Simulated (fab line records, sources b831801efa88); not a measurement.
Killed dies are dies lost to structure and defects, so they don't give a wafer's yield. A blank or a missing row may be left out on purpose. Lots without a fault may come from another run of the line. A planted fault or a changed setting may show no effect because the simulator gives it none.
Which tool did it? | flow sky130 | 24 lots, 72 wafers sampled, at 5 steps of a route of 708

WHAT THE GAUGES READ, wafer by wafer
SKY_METAL3_CD_MEAS_13: target cd 300 nm.
lot  | measured     | on        | cd_nm (nm)
L074 | day 38 07:22 | cd_sem-01 | 299.2 300.0 300.0
L076 | day 39 03:31 | cd_sem-01 | 300.9 301.4 301.7
L075 | day 39 09:53 | cd_sem-01 | 300.6 300.2 299.0
L077 | day 39 12:52 | cd_sem-01 | 302.6 302.3 303.0
L078 | day 39 13:16 | cd_sem-02 | 299.2 297.9 299.6
L079 | day 40 03:46 | cd_sem-01 | 300.7 300.1 301.8
L080 | day 40 14:20 | cd_sem-02 | 299.5 298.8 298.5
L081 | day 40 20:14 | cd_sem-02 | 300.6 300.9 298.6
L082 | day 41 01:28 | cd_sem-01 | 301.3 300.5 299.3
L083 | day 41 12:01 | cd_sem-02 | 301.0 301.3 299.7
L084 | day 41 19:28 | cd_sem-01 | 296.5 298.7 297.6
L085 | day 42 04:50 | cd_sem-02 | 300.6 301.7 301.5
L086 | day 42 13:49 | cd_sem-01 | 299.4 300.3 299.2
L087 | day 42 13:47 | cd_sem-02 | 299.3 299.9 299.9
L088 | day 42 22:02 | cd_sem-01 | 301.7 303.5 302.8
L089 | day 42 23:58 | cd_sem-02 | 300.7 300.3 301.1
L090 | day 43 11:01 | cd_sem-02 | 301.7 300.2 301.8
L092 | day 43 17:19 | cd_sem-02 | 299.2 298.4 299.7
L091 | day 43 22:05 | cd_sem-01 | 299.1 299.6 300.0
L093 | day 44 09:20 | cd_sem-01 | 299.4 300.8 300.3
L095 | day 44 12:10 | cd_sem-01 | 299.2 299.4 299.0
L094 | day 44 18:53 | cd_sem-02 | 301.1 300.1 300.6
L096 | day 45 01:19 | cd_sem-01 | 296.0 296.3 297.3
L097 | day 45 03:39 | cd_sem-01 | 298.6 298.0 298.8

WHICH TOOL RAN EACH LOT (tool, then ch and the chambers of the sampled wafers, then the start)
lot  | SKY_SD_N_RTA_14                  | SKY_LI_CONTACT_ETCH_15             | SKY_METAL2_SPUTTER_00        | SKY_CAPM_SPUTTER_02
L074 | rtp_anneal-02 ch 0, day 27 16:33 | rie_diel-02 ch 1,2,3, day 28 22:59 | pvd_sputter-01, day 33 20:20 | pvd_sputter-03, day 36 03:05
L076 | rtp_anneal-02 ch 0, day 28 17:47 | rie_diel-04 ch 1,2, day 29 23:06   | pvd_sputter-04, day 34 17:52 | pvd_sputter-01, day 37 00:24
L075 | rtp_anneal-02 ch 0, day 28 20:41 | rie_diel-03 ch 0,1,3, day 30 02:42 | pvd_sputter-01, day 34 21:37 | pvd_sputter-02, day 37 06:21
L077 | rtp_anneal-02 ch 0, day 29 01:30 | rie_diel-02 ch 0,3, day 30 06:08   | pvd_sputter-02, day 35 00:40 | pvd_sputter-01, day 37 09:57
L078 | rtp_anneal-02 ch 0, day 29 02:18 | rie_diel-03 ch 2,3, day 30 07:45   | pvd_sputter-04, day 35 02:16 | pvd_sputter-03, day 37 10:36
L079 | rtp_anneal-02 ch 0, day 29 17:35 | rie_diel-02 ch 2,3, day 30 22:50   | pvd_sputter-01, day 35 16:46 | pvd_sputter-02, day 38 00:14
L080 | rtp_anneal-01 ch 0, day 30 05:14 | rie_diel-04 ch 1,2,3, day 31 10:10 | pvd_sputter-01, day 36 04:33 | pvd_sputter-02, day 38 11:57
L081 | rtp_anneal-02 ch 0, day 30 12:30 | rie_diel-02 ch 0,2, day 31 16:55   | pvd_sputter-01, day 36 10:41 | pvd_sputter-01, day 38 17:47
L082 | rtp_anneal-01 ch 0, day 30 18:21 | rie_diel-02 ch 0,2,3, day 31 22:52 | pvd_sputter-02, day 36 16:31 | pvd_sputter-01, day 38 23:35
L083 | rtp_anneal-02 ch 0, day 31 07:07 | rie_diel-02 ch 0,1, day 32 11:39   | pvd_sputter-01, day 37 05:01 | pvd_sputter-03, day 39 11:16
L084 | rtp_anneal-01 ch 0, day 31 12:53 | rie_diel-03 ch 1,2,3, day 32 17:36 | pvd_sputter-04, day 37 11:50 | pvd_sputter-01, day 39 18:06
L085 | rtp_anneal-02 ch 0, day 32 02:44 | rie_diel-02 ch 0,2,3, day 33 06:16 | pvd_sputter-04, day 37 22:54 | pvd_sputter-02, day 40 04:15
L086 | rtp_anneal-01 ch 0, day 32 10:22 | rie_diel-04 ch 0,1, day 33 14:53   | pvd_sputter-04, day 38 07:12 | pvd_sputter-02, day 40 12:40
L087 | rtp_anneal-02 ch 0, day 32 12:25 | rie_diel-03 ch 0,2, day 33 16:58   | pvd_sputter-01, day 38 07:33 | pvd_sputter-03, day 40 13:03
L088 | rtp_anneal-01 ch 0, day 32 19:49 | rie_diel-03 ch 0,1,2, day 34 00:06 | pvd_sputter-04, day 38 16:10 | pvd_sputter-03, day 40 20:51
L089 | rtp_anneal-02 ch 0, day 32 23:09 | rie_diel-02 ch 0,2,3, day 34 02:52 | pvd_sputter-01, day 38 19:09 | pvd_sputter-03, day 41 00:07
L090 | rtp_anneal-01 ch 0, day 33 10:22 | rie_diel-03 ch 1,2, day 34 13:39   | pvd_sputter-04, day 39 05:25 | pvd_sputter-02, day 41 10:06
L092 | rtp_anneal-02 ch 0, day 33 19:27 | rie_diel-02 ch 0,1,2, day 34 22:57 | pvd_sputter-02, day 39 12:58 | pvd_sputter-02, day 41 17:36
L091 | rtp_anneal-01 ch 0, day 33 23:56 | rie_diel-03 ch 0,1,3, day 35 03:26 | pvd_sputter-02, day 39 17:57 | pvd_sputter-02, day 41 22:07
L093 | rtp_anneal-02 ch 0, day 34 15:44 | rie_diel-04 ch 0,2, day 35 19:54   | pvd_sputter-02, day 40 08:01 | pvd_sputter-02, day 42 11:26
L095 | rtp_anneal-01 ch 0, day 34 16:36 | rie_diel-03 ch 0,1, day 35 20:36   | pvd_sputter-04, day 40 10:42 | pvd_sputter-03, day 42 13:37
L094 | rtp_anneal-02 ch 0, day 35 01:59 | rie_diel-02 ch 0,3, day 36 05:48   | pvd_sputter-02, day 40 18:51 | pvd_sputter-01, day 42 21:31
L096 | rtp_anneal-01 ch 0, day 35 08:24 | rie_diel-04 ch 1,2,3, day 36 12:15 | pvd_sputter-04, day 41 00:41 | pvd_sputter-01, day 43 04:10
L097 | rtp_anneal-02 ch 0, day 35 11:51 | rie_diel-03 ch 0,1,3, day 36 16:25 | pvd_sputter-04, day 41 04:33 | pvd_sputter-01, day 43 06:29
- SKY_SD_N_RTA_14: time 2 s.
- SKY_LI_CONTACT_ETCH_15: etches PSG in C4F8/O2/Ar, stops on Si, target depth 600 nm.
- SKY_METAL2_SPUTTER_00: material Ti, target thk 15 nm, time 10 s.
- SKY_CAPM_SPUTTER_02: material TiN, target thk 200 nm, time 166.7 s.

WHAT THE TOOLS THEMSELVES READ (means of the sampled wafers that have a number; where no wafer has one, the mark that the record gives instead)
SKY_SD_N_RTA_14.
lot  | tool          | anneal_temp_c_max | lamp_power_pct (%) | wafer_temp_C_max
L074 | rtp_anneal-02 | 1081.3            | 15.74              | 1077.0
L076 | rtp_anneal-02 | 1080.3            | 15.69              | 1077.2
L075 | rtp_anneal-02 | 1080.8            | 15.78              | 1078.0
L077 | rtp_anneal-02 | 1080.5            | 15.74              | 1077.1
L078 | rtp_anneal-02 | 1079.8            | 15.70              | 1077.5
L079 | rtp_anneal-02 | 1080.9            | 15.73              | 1078.8
L080 | rtp_anneal-01 | 1079.5            | 15.73              | 1077.4
L081 | rtp_anneal-02 | 1079.9            | 15.68              | 1077.5
L082 | rtp_anneal-01 | 1079.8            | 15.71              | 1076.8
L083 | rtp_anneal-02 | 1080.9            | 15.76              | 1078.8
L084 | rtp_anneal-01 | 1078.7            | 15.69              | 1077.5
L085 | rtp_anneal-02 | 1080.4            | 15.75              | 1077.8
L086 | rtp_anneal-01 | 1078.5            | 15.70              | 1077.9
L087 | rtp_anneal-02 | 1081.4            | 15.76              | 1079.3
L088 | rtp_anneal-01 | 1078.9            | 15.72              | 1077.5
L089 | rtp_anneal-02 | 1080.7            | 15.74              | 1076.8
L090 | rtp_anneal-01 | 1078.9            | 15.74              | 1076.4
L092 | rtp_anneal-02 | 1080.1            | 15.71              | 1077.6
L091 | rtp_anneal-01 | 1079.5            | 15.72              | 1077.6
L093 | rtp_anneal-02 | 1081.6            | 15.76              | 1080.0
L095 | rtp_anneal-01 | 1079.3            | 15.73              | 1077.8
L094 | rtp_anneal-02 | 1081.4            | 15.74              | 1079.5
L096 | rtp_anneal-01 | 1079.4            | 15.70              | 1078.1
L097 | rtp_anneal-02 | 1082.1            | 15.68              | 1076.1

SKY_LI_CONTACT_ETCH_15.
lot  | tool        | oes_product_au (a.u.)
L074 | rie_diel-02 | 0.837
L076 | rie_diel-04 | 0.836
L075 | rie_diel-03 | 0.837
L077 | rie_diel-02 | 0.833
L078 | rie_diel-03 | 0.841
L079 | rie_diel-02 | 0.841
L080 | rie_diel-04 | 0.839
L081 | rie_diel-02 | 0.835
L082 | rie_diel-02 | 0.829
L083 | rie_diel-02 | 0.836
L084 | rie_diel-03 | 0.835
L085 | rie_diel-02 | 0.833
L086 | rie_diel-04 | 0.838
L087 | rie_diel-03 | 0.841
L088 | rie_diel-03 | 0.835
L089 | rie_diel-02 | 0.840
L090 | rie_diel-03 | 0.838
L092 | rie_diel-02 | 0.841
L091 | rie_diel-03 | 0.837
L093 | rie_diel-04 | 0.843
L095 | rie_diel-03 | 0.833
L094 | rie_diel-02 | 0.838
L096 | rie_diel-04 | 0.834
L097 | rie_diel-03 | 0.837

SKY_METAL2_SPUTTER_00.
lot  | tool           | throttle_valve_pct (%)
L074 | pvd_sputter-01 | 29.5
L076 | pvd_sputter-04 | 30.6
L075 | pvd_sputter-01 | 29.9
L077 | pvd_sputter-02 | 31.3
L078 | pvd_sputter-04 | 30.3
L079 | pvd_sputter-01 | 30.2
L080 | pvd_sputter-01 | 29.6
L081 | pvd_sputter-01 | 30.5
L082 | pvd_sputter-02 | 31.6
L083 | pvd_sputter-01 | 31.1
L084 | pvd_sputter-04 | 30.1
L085 | pvd_sputter-04 | 30.2
L086 | pvd_sputter-04 | 29.9
L087 | pvd_sputter-01 | 30.3
L088 | pvd_sputter-04 | 30.6
L089 | pvd_sputter-01 | 30.4
L090 | pvd_sputter-04 | 29.5
L092 | pvd_sputter-02 | 30.6
L091 | pvd_sputter-02 | 30.9
L093 | pvd_sputter-02 | 31.2
L095 | pvd_sputter-04 | 29.9
L094 | pvd_sputter-02 | 31.4
L096 | pvd_sputter-04 | 30.3
L097 | pvd_sputter-04 | 29.8

SKY_CAPM_SPUTTER_02.
lot  | tool           | throttle_valve_pct (%)
L074 | pvd_sputter-03 | 30.2
L076 | pvd_sputter-01 | 29.6
L075 | pvd_sputter-02 | 30.8
L077 | pvd_sputter-01 | 30.1
L078 | pvd_sputter-03 | 29.5
L079 | pvd_sputter-02 | 30.1
L080 | pvd_sputter-02 | 30.7
L081 | pvd_sputter-01 | 30.3
L082 | pvd_sputter-01 | 30.3
L083 | pvd_sputter-03 | 29.9
L084 | pvd_sputter-01 | 29.4
L085 | pvd_sputter-02 | 30.9
L086 | pvd_sputter-02 | 30.8
L087 | pvd_sputter-03 | 29.8
L088 | pvd_sputter-03 | 29.9
L089 | pvd_sputter-03 | 29.9
L090 | pvd_sputter-02 | 31.0
L092 | pvd_sputter-02 | 30.7
L091 | pvd_sputter-02 | 30.3
L093 | pvd_sputter-02 | 30.7
L095 | pvd_sputter-03 | 29.9
L094 | pvd_sputter-01 | 29.6
L096 | pvd_sputter-01 | 28.9
L097 | pvd_sputter-01 | 29.4

THE ANSWER, worked out from the rows above alone
Rule: what is usual is taken from the lots themselves. Put in order of their means at a reading, lots are off if they are a third of the lots or fewer, leave a main group of 4 or more, and stand apart from it by a gap of 3 or more times the standard deviation of the main group's means; of several such gaps the widest counts. A main group whose means are all the same, to the digits that the tables above print for the reading, isn't used. A lot without any number at a reading at which 4 lots or more have one is off too. The other lots that the step has rows for count as sound. The gauges are gone through in route order, then the tools' own readings, and for those a lot's mean is taken as printed above. The first step at which some lot is off is used, and at that step the reading that is off furthest; a lot without a number counts as furthest.
No lot is off at any reading shown: from this, nothing can be told.

WHAT THE SIMULATOR HAD PUT IN
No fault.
